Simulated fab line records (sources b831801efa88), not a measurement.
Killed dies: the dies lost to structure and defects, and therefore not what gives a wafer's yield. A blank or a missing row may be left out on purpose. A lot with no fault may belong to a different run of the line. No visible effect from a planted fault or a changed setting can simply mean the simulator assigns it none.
What tool caused it? + flow sky130 + 14 lots, 42 wafers sampled, at 4 steps of a route of 708

WHAT THE GAUGES READ, wafer by wafer
SKY_LOCAL_INTERCONNECT_CD_MEAS_11: target cd 170 nm. Usual: cd-nm at 169.9 nm, with a standard deviation of 1.7.
| lot  | measured     | on        | cd-nm (nm)        | flag |
|------|--------------|-----------|-------------------|------|
| L829 | day 30 04:23 | cd-sem-02 | 169.3 170.0 168.3 |      |
| L830 | day 30 15:53 | cd-sem-01 | 168.8 169.0 168.3 |      |
| L832 | day 31 08:09 | cd-sem-01 | 169.6 171.7 170.2 |      |
| L834 | day 31 19:43 | cd-sem-02 | 171.4 171.0 171.7 |      |
| L835 | day 32 08:11 | cd-sem-02 | 172.7 170.6 171.9 |      |
| L837 | day 33 07:35 | cd-sem-01 | 169.3 167.5 168.4 |      |
| L840 | day 33 18:47 | cd-sem-01 | 167.7 167.2 166.4 |      |
| L839 | day 33 22:14 | cd-sem-01 | 170.4 171.6 170.4 |      |
| L841 | day 34 03:59 | cd-sem-02 | 167.9 168.7 168.5 |      |
| L844 | day 35 10:06 | cd-sem-02 | 167.4 165.7 167.3 |      |
| L845 | day 35 15:35 | cd-sem-01 | 171.5 172.1 169.7 |      |
| L847 | day 36 04:02 | cd-sem-02 | 169.0 170.6 167.9 |      |
| L851 | day 37 07:08 | cd-sem-01 | 169.0 168.3 170.2 |      |
| L852 | day 37 09:17 | cd-sem-01 | 171.8 171.0 171.1 |      |

WHICH TOOL RAN EACH LOT (tool, then ch and the chambers of the sampled wafers, then the start)
| lot  | SKY_LDD_HVN_DEVELOP_06            | SKY_LI_CONTACT_STRIP_16              | SKY_LI_CONTACT_CMP_24         |
|------|-----------------------------------|--------------------------------------|-------------------------------|
| L829 | litho-track-04 ch 0, day 20 04:44 | plasma-asher-01 ch 0,1, day 28 23:58 | cmp-02 ch 2,3, day 29 00:45   |
| L830 | litho-track-04 ch 0, day 20 16:14 | plasma-asher-03 ch 0,1, day 29 12:02 | cmp-01 ch 0,2,3, day 29 12:53 |
| L832 | litho-track-01 ch 0, day 21 09:29 | plasma-asher-04 ch 0,1, day 30 04:01 | cmp-01 ch 0,1,3, day 30 04:50 |
| L834 | litho-track-04 ch 0, day 22 02:04 | plasma-asher-01 ch 0, day 30 15:34   | cmp-01 ch 1,2, day 30 16:20   |
| L835 | litho-track-02 ch 0, day 22 13:58 | plasma-asher-03 ch 0,1, day 31 04:38 | cmp-02 ch 0,2,3, day 31 05:25 |
| L837 | litho-track-01 ch 0, day 23 15:56 | plasma-asher-04 ch 0,1, day 32 03:31 | cmp-01 ch 1,2,3, day 32 04:16 |
| L840 | litho-track-04 ch 0, day 24 04:31 | plasma-asher-04 ch 0,1, day 32 14:55 | cmp-02 ch 1,3, day 32 15:40   |
| L839 | litho-track-04 ch 0, day 24 04:49 | plasma-asher-03 ch 0,1, day 32 18:29 | cmp-02 ch 0,2,3, day 32 19:19 |
| L841 | litho-track-01 ch 0, day 24 17:03 | plasma-asher-03 ch 0, day 33 00:40   | cmp-01 ch 0,1,3, day 33 01:27 |
| L844 | litho-track-01, day 26 03:41      | plasma-asher-01 ch 0,1, day 34 06:29 | cmp-02 ch 1,3, day 34 07:14   |
| L845 | litho-track-04, day 26 04:47      | plasma-asher-01 ch 0,1, day 34 11:47 | cmp-02 ch 0,1,2, day 34 12:39 |
| L847 | litho-track-04 ch 0, day 26 15:17 | plasma-asher-04 ch 0,1, day 35 00:41 | cmp-02 ch 0,1,3, day 35 01:25 |
| L851 | litho-track-02 ch 0, day 28 00:31 | plasma-asher-01 ch 0,1, day 36 03:16 | cmp-02 ch 2,3, day 36 04:08   |
| L852 | litho-track-02 ch 0, day 28 05:25 | plasma-asher-04 ch 0,1, day 36 06:02 | cmp-01 ch 1,2,3, day 36 06:49 |
- SKY_LDD_HVN_DEVELOP_06: develop time 60 s.
- SKY_LI_CONTACT_STRIP_16: strips in O2/N2.
- SKY_LI_CONTACT_CMP_24: polishes, stops on PSG, t overpolish 20 s, target thk 0 nm.

AS READ BY THE TOOLS THEMSELVES (means over the sampled wafers that have a number; for cases with no such wafer, the mark the record gives instead)
SKY_LDD_HVN_DEVELOP_06. Usual: chill-plate-temp-C at 23.02 C, with a standard deviation of 0.11.
| lot  | tool           | chill-plate-temp-C (C) | flag |
|------|----------------|------------------------|------|
| L829 | litho-track-04 | 23.17                  |      |
| L830 | litho-track-04 | 22.99                  |      |
| L832 | litho-track-01 | 23.06                  |      |
| L834 | litho-track-04 | 23.18                  |      |
| L835 | litho-track-02 | 23.06                  |      |
| L837 | litho-track-01 | 22.99                  |      |
| L840 | litho-track-04 | 22.86                  |      |
| L839 | litho-track-04 | 23.11                  |      |
| L841 | litho-track-01 | 23.01                  |      |
| L844 | litho-track-01 | -                      | OFF  |
| L845 | litho-track-04 | -                      | OFF  |
| L847 | litho-track-04 | 23.07                  |      |
| L851 | litho-track-02 | 22.87                  |      |
| L852 | litho-track-02 | 22.93                  |      |

SKY_LI_CONTACT_STRIP_16. Usual: drypump-motor-current-A 5.6 A, standard deviation 0.4; oes-product-au 0.375 a.u., standard deviation 0.0044; strip-time-to-endpoint-s 3.492 s, standard deviation 0.027.
| lot  | tool            | drypump-motor-current-A (A) | oes-product-au (a.u.) | strip-time-to-endpoint-s (s) | flag |
|------|-----------------|-----------------------------|-----------------------|------------------------------|------|
| L829 | plasma-asher-01 | 5.6                         | 0.376                 | 3.522                        |      |
| L830 | plasma-asher-03 | 5.8                         | 0.377                 | 3.485                        |      |
| L832 | plasma-asher-04 | 5.7                         | 0.377                 | 3.487                        |      |
| L834 | plasma-asher-01 | 5.2                         | 0.374                 | 3.472                        |      |
| L835 | plasma-asher-03 | 5.4                         | 0.379                 | 3.514                        |      |
| L837 | plasma-asher-04 | 5.7                         | 0.381                 | 3.512                        |      |
| L840 | plasma-asher-04 | 5.7                         | 0.376                 | 3.507                        |      |
| L839 | plasma-asher-03 | 5.4                         | 0.374                 | 3.541                        |      |
| L841 | plasma-asher-03 | 6.3                         | 0.377                 | 3.480                        |      |
| L844 | plasma-asher-01 | 5.4                         | 0.377                 | 3.494                        |      |
| L845 | plasma-asher-01 | 5.6                         | 0.376                 | 3.482                        |      |
| L847 | plasma-asher-04 | 5.7                         | 0.380                 | 3.478                        |      |
| L851 | plasma-asher-01 | 5.6                         | 0.376                 | 3.502                        |      |
| L852 | plasma-asher-04 | 5.7                         | 0.377                 | 3.496                        |      |

SKY_LI_CONTACT_CMP_24. Usual: motor-current-A 11.7 A, standard deviation 1.2; overpolish-run-s 19.998 s, standard deviation 0.0093; slurry-filter-dp-kPa 13.50 kPa, standard deviation 0.14; time-to-endpoint-s 97 s, standard deviation 3.
| lot  | tool   | motor-current-A (A) | overpolish-run-s (s) | slurry-filter-dp-kPa (kPa) | time-to-endpoint-s (s) | flag |
|------|--------|---------------------|----------------------|----------------------------|------------------------|------|
| L829 | cmp-02 | 12.6                | 19.994               | 13.56                      | 95                     |      |
| L830 | cmp-01 | 10.2                | 20.000               | 13.44                      | 98                     |      |
| L832 | cmp-01 | 10.8                | 19.992               | 13.59                      | 99                     |      |
| L834 | cmp-01 | 11.2                | 19.996               | 13.57                      | 97                     |      |
| L835 | cmp-02 | 12.5                | 20.003               | 13.56                      | 95                     |      |
| L837 | cmp-01 | 10.5                | 19.997               | 13.42                      | 103                    |      |
| L840 | cmp-02 | 12.4                | 20.001               | 13.59                      | 95                     |      |
| L839 | cmp-02 | 12.3                | 19.996               | 13.49                      | 97                     |      |
| L841 | cmp-01 | 10.9                | 19.999               | 13.56                      | 98                     |      |
| L844 | cmp-02 | 12.3                | 20.001               | 13.59                      | 96                     |      |
| L845 | cmp-02 | 12.8                | 19.995               | 13.40                      | 97                     |      |
| L847 | cmp-02 | 12.4                | 19.993               | 13.55                      | 95                     |      |
| L851 | cmp-02 | 13.2                | 19.995               | 13.33                      | 99                     |      |
| L852 | cmp-01 | 10.8                | 19.999               | 13.41                      | 98                     |      |

THE ANSWER, worked out from the rows above alone
Rule: take the mean of a lot's wafers that have a number; if it is more than 3 standard deviations from the usual mean, the lot is off. A lot without any number at a reading at which 4 lots or more have one is off too. All remaining lots with rows at the step are treated as sound. The gauges are gone through in route order, then the tools' own readings, and for those a lot's mean is taken as printed above. At the first step where some lot is off, the reading lying furthest off is the one used; lots without a number count as furthest.
Off at SKY_LDD_HVN_DEVELOP_06 (chill-plate-temp-C): L844, L845. Without a number there: L844, L845.
If a tool, at that step or one of the process steps before it, ran each lot that is off and ran no sound lot following the first of them, it fits. Of those tried, none fits.

WHAT THE SIMULATOR PUT IN
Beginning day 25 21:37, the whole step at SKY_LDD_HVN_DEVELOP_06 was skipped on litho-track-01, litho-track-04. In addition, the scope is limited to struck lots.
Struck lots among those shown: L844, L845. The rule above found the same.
